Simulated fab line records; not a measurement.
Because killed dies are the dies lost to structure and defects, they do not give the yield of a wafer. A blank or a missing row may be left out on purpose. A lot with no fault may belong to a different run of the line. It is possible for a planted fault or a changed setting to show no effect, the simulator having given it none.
A struck lot beside a sound one / flow sfq-line / 14 out of 325 route steps
Sound: these wafers, L137.2, L137.5, L137.6. Struck: wafers L158.1, L158.3, L158.5. The cause comes at the end.
At each step with rows: each side's tool, then ch and its chambers, then its first start. Under that, the readings that differ: sound wafers / struck wafers / difference of the means / sigmas: that difference in standard deviations of wafers without a fault.
alike: same words and numbers on both sides, and readings whose means sit less than 2 such deviations apart. not compared: any withheld reading, any reading some wafer has no value for, any bound like >300 that may hide the same value, and any number with overlapping values for which the record gives no deviation.
A row with sigmas, a row that says differs or no value, or rows on one side alone: a step with any of these is where the two part. When numbers do not overlap yet have no deviation, they are printed without sigmas and do not part them. A reading missing from all wafers of one side parts the sides only when that side holds two or more wafers.

first, 1 step without rows for these wafers: SFQ_TRILAYER_I7_VIA_LITHO_DEVELOP_189 (time 60 s).
SFQ_I7_OVL_MEAS_947:
  sound on overlay-01, day 72 03:10; struck on overlay-01, day 89 17:04
  alike: I7_OVL
SFQ_TRILAYER_I7_VIA_BARC_OPEN_VIA_ETCH_260: etches BARC in O2, target depth 125 nm, time 41.7 s.
  sound on rie-diel-04 ch 2,3, day 72 03:12; struck on rie-diel-02 ch 0,1,2, day 89 17:06
  alike: drypump-motor-current-A, oes-product-au
  not compared: rf-hours-counter-h
SFQ_TRILAYER_I7_VIA_ETCH_VIA_ETCH_190: etches SiO2 in CHF3, stops on Nb, target depth 260 nm.
  sound on rie-diel-04 ch 2,3, day 72 03:14; struck on rie-diel-02 ch 0,1,2, day 89 17:08
  alike: drypump-motor-current-A, oes-product-au
SFQ_TRILAYER_I7_VIA_STRIP_STRIP_191: strips in O2.
  sound on rie-metal-03 ch 0,1, day 72 03:22; struck on rie-metal-04 ch 0, day 89 17:15
  alike: drypump-motor-current-A, oes-product-au
  not compared: rf-hours-counter-h
then, 7 steps without rows for these wafers: SFQ_TRILAYER_I7_VIA_STRIP_SOLV_CLEAN_192 (cleans in NMP, time 600 s); SFQ_TRILAYER_M8_LITHO_LOR_COAT_197; SFQ_TRILAYER_M8_LITHO_LOR_BAKE_198; SFQ_TRILAYER_M8_LITHO_COAT_193 (resist thk 600 nm); SFQ_TRILAYER_M8_LITHO_SOFTBAKE_199; SFQ_TRILAYER_M8_LITHO_EXPOSE_194 (exposes mask M8, target cd 2000 nm); SFQ_TRILAYER_M8_LITHO_PEB_196 (peb time 60 s).
SFQ_TRILAYER_M8_LITHO_DEVELOP_195: img clear 15 s, time 55 s.
  struck on litho-track-02, day 89 20:40; sound on litho-track-02 ch 0, day 76 14:37
  no value came back on the struck wafers for chill-plate-temp-C (C), exhaust-pa (Pa); on the sound wafers chill-plate-temp-C (C) reads 23.04 22.91 23.11
reading=model.KrF_of_TRILAYER_M8_LITHO_COAT_193.thk-nm (nm); sound=579.7 580.6 579.6; struck=598.6 600.8 599.3; difference=+19.6; sigmas=
SFQ_M8_OVL_MEAS_948:
  sound on overlay-02, day 76 14:44; struck on overlay-01, day 89 20:49
reading=M8_OVL (nm); sound=-4 -2 -3; struck=- - -; difference=no value on the struck wafers; sigmas=

## WHERE THEY PART
First at SFQ_TRILAYER_M8_LITHO_DEVELOP_195; last, within this record, at SFQ_M8_OVL_MEAS_948.

WHY: what the simulator had put in
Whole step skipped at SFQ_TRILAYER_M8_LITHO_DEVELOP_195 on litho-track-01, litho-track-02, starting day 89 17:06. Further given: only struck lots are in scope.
